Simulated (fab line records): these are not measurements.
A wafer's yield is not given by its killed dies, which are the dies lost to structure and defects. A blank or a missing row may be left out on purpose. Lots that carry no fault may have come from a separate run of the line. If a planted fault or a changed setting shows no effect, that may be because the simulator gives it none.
Which tool was responsible? / flow sfqLine / 30 wafers from 10 lots sampled at 5 of the route's 325 steps

## WHAT THE GAUGES SHOWED, per wafer
SFQ_M1_RS_MEAS_909: measures by four-point-probe.
lot=L395; measured=day 10 07:01; on=filmMetro-04; M1_NB_RS (ohm/sq)=0.901 0.888 0.898
lot=L396; measured=day 10 13:00; on=filmMetro-04; M1_NB_RS (ohm/sq)=0.874 0.882 0.886
lot=L397; measured=day 10 19:02; on=filmMetro-04; M1_NB_RS (ohm/sq)=0.902 0.913 0.905
lot=L398; measured=day 11 03:25; on=filmMetro-04; M1_NB_RS (ohm/sq)=0.896 0.884 0.896
lot=L399; measured=day 11 08:13; on=filmMetro-01; M1_NB_RS (ohm/sq)=0.874 0.874 0.878
lot=L400; measured=day 11 10:37; on=filmMetro-04; M1_NB_RS (ohm/sq)=0.884 0.880 0.886
lot=L410; measured=day 15 02:43; on=filmMetro-01; M1_NB_RS (ohm/sq)=0.733 0.892 0.739
lot=L411; measured=day 15 08:48; on=filmMetro-01; M1_NB_RS (ohm/sq)=0.737 0.737 0.898
lot=L413; measured=day 15 21:41; on=filmMetro-01; M1_NB_RS (ohm/sq)=0.885 0.879 0.879
lot=L415; measured=day 16 12:07; on=filmMetro-02; M1_NB_RS (ohm/sq)=0.900 0.912 0.912

## TOOL THAT RAN EACH LOT (tool first, then ch and the chambers of the sampled wafers, then the start)
lot=L395; SFQ_TRILAYER_L0_STRIP_STRIP_009=rieMetal-02 ch 0,1, day 2 09:00; SFQ_TRILAYER_M0_DEP_SPUTTER_019=pvdSputter-05, day 5 08:35; SFQ_TRILAYER_M0_BARC_OPEN_METAL_ETCH_031=rieMetal-04 ch 0,1, day 5 20:56; SFQ_TRILAYER_M1_DEP_SPUTTER_037=pvdSputter-03, day 10 06:55
lot=L396; SFQ_TRILAYER_L0_STRIP_STRIP_009=rieMetal-01 ch 0,1, day 2 13:48; SFQ_TRILAYER_M0_DEP_SPUTTER_019=pvdSputter-03, day 5 12:11; SFQ_TRILAYER_M0_BARC_OPEN_METAL_ETCH_031=rieMetal-01 ch 0,1, day 6 02:56; SFQ_TRILAYER_M1_DEP_SPUTTER_037=pvdSputter-04, day 10 12:55
lot=L397; SFQ_TRILAYER_L0_STRIP_STRIP_009=rieMetal-02 ch 0,1, day 2 18:48; SFQ_TRILAYER_M0_DEP_SPUTTER_019=pvdSputter-03, day 5 18:11; SFQ_TRILAYER_M0_BARC_OPEN_METAL_ETCH_031=rieMetal-03 ch 0,1, day 6 08:57; SFQ_TRILAYER_M1_DEP_SPUTTER_037=pvdSputter-03, day 10 18:55
lot=L398; SFQ_TRILAYER_L0_STRIP_STRIP_009=rieMetal-04 ch 0,1, day 2 23:24; SFQ_TRILAYER_M0_DEP_SPUTTER_019=pvdSputter-05, day 6 01:23; SFQ_TRILAYER_M0_BARC_OPEN_METAL_ETCH_031=rieMetal-04 ch 0, day 6 13:45; SFQ_TRILAYER_M1_DEP_SPUTTER_037=pvdSputter-03, day 11 03:19
lot=L399; SFQ_TRILAYER_L0_STRIP_STRIP_009=rieMetal-01 ch 0, day 3 03:06; SFQ_TRILAYER_M0_DEP_SPUTTER_019=pvdSputter-03, day 6 06:11; SFQ_TRILAYER_M0_BARC_OPEN_METAL_ETCH_031=rieMetal-03 ch 0,1, day 6 19:44; SFQ_TRILAYER_M1_DEP_SPUTTER_037=pvdSputter-03, day 11 08:08
lot=L400; SFQ_TRILAYER_L0_STRIP_STRIP_009=rieMetal-01 ch 0, day 3 08:11; SFQ_TRILAYER_M0_DEP_SPUTTER_019=pvdSputter-03, day 6 12:11; SFQ_TRILAYER_M0_BARC_OPEN_METAL_ETCH_031=rieMetal-04 ch 0, day 7 01:32; SFQ_TRILAYER_M1_DEP_SPUTTER_037=pvdSputter-04, day 11 10:32
lot=L410; SFQ_TRILAYER_L0_STRIP_STRIP_009=rieMetal-04 ch 0,1, day 5 07:48; SFQ_TRILAYER_M0_DEP_SPUTTER_019=pvdSputter-06, day 8 17:32; SFQ_TRILAYER_M0_BARC_OPEN_METAL_ETCH_031=rieMetal-04 ch 0, day 9 21:32; SFQ_TRILAYER_M1_DEP_SPUTTER_037=pvdSputter-03, day 15 02:38
lot=L411; SFQ_TRILAYER_L0_STRIP_STRIP_009=rieMetal-02 ch 0,1, day 5 12:36; SFQ_TRILAYER_M0_DEP_SPUTTER_019=pvdSputter-03, day 8 22:20; SFQ_TRILAYER_M0_BARC_OPEN_METAL_ETCH_031=rieMetal-03 ch 1, day 10 01:08; SFQ_TRILAYER_M1_DEP_SPUTTER_037=pvdSputter-03, day 15 08:43
lot=L413; SFQ_TRILAYER_L0_STRIP_STRIP_009=rieMetal-01 ch 0,1, day 5 19:48; SFQ_TRILAYER_M0_DEP_SPUTTER_019=pvdSputter-03, day 9 06:44; SFQ_TRILAYER_M0_BARC_OPEN_METAL_ETCH_031=rieMetal-04 ch 0,1, day 10 11:56; SFQ_TRILAYER_M1_DEP_SPUTTER_037=pvdSputter-04, day 15 21:36
lot=L415; SFQ_TRILAYER_L0_STRIP_STRIP_009=rieMetal-01 ch 0,1, day 6 06:36; SFQ_TRILAYER_M0_DEP_SPUTTER_019=pvdSputter-03, day 9 22:26; SFQ_TRILAYER_M0_BARC_OPEN_METAL_ETCH_031=rieMetal-04 ch 0,1, day 10 22:44; SFQ_TRILAYER_M1_DEP_SPUTTER_037=pvdSputter-06, day 16 12:00
- SFQ_TRILAYER_L0_STRIP_STRIP_009: strips in O2.
- SFQ_TRILAYER_M0_DEP_SPUTTER_019: material Nb, target thk 200 nm, time 133.3 s.
- SFQ_TRILAYER_M0_BARC_OPEN_METAL_ETCH_031: etches BARC in O2, target depth 125 nm, time 41.7 s.
- SFQ_TRILAYER_M1_DEP_SPUTTER_037: material Nb, target thk 200 nm, time 133.3 s.

## THE ANSWER, worked out from the rows above alone
Rule: the lots themselves supply what counts as usual. Put in order of their means at a reading, lots are off if they are a third of the lots or fewer, leave a main group of 4 or more, and stand apart from it by a gap of 3 or more times the standard deviation of the main group's means; of several such gaps the widest counts. If all means in a main group match to the digits the tables above print for the reading, that group is not used. A lot without any number at a reading at which 4 lots or more have one is off too. Where the step has rows for the other lots, those lots are counted as sound.
Off: L410, L411, at SFQ_M1_RS_MEAS_909 (M1_NB_RS). The main group: mean 0.890 ohm/sq, standard deviation 0.012.
A tool fits if, at a process step before that reading, it ran every lot that is off, and no sound lot after the first of them. The gauges at SFQ_M1_RS_MEAS_909 are tried like those tools. One candidate fits, namely pvdSputter-03 at SFQ_TRILAYER_M1_DEP_SPUTTER_037. Its last sound lot is L399 (day 11 08:08), its first lot that is off L410 (day 15 02:38): a fault that began between those two fits.

## WHAT THE SIMULATOR HAD INSERTED
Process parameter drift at SFQ_TRILAYER_M1_DEP_SPUTTER_037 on pvdSputter-03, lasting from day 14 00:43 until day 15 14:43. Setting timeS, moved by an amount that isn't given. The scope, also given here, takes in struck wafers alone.
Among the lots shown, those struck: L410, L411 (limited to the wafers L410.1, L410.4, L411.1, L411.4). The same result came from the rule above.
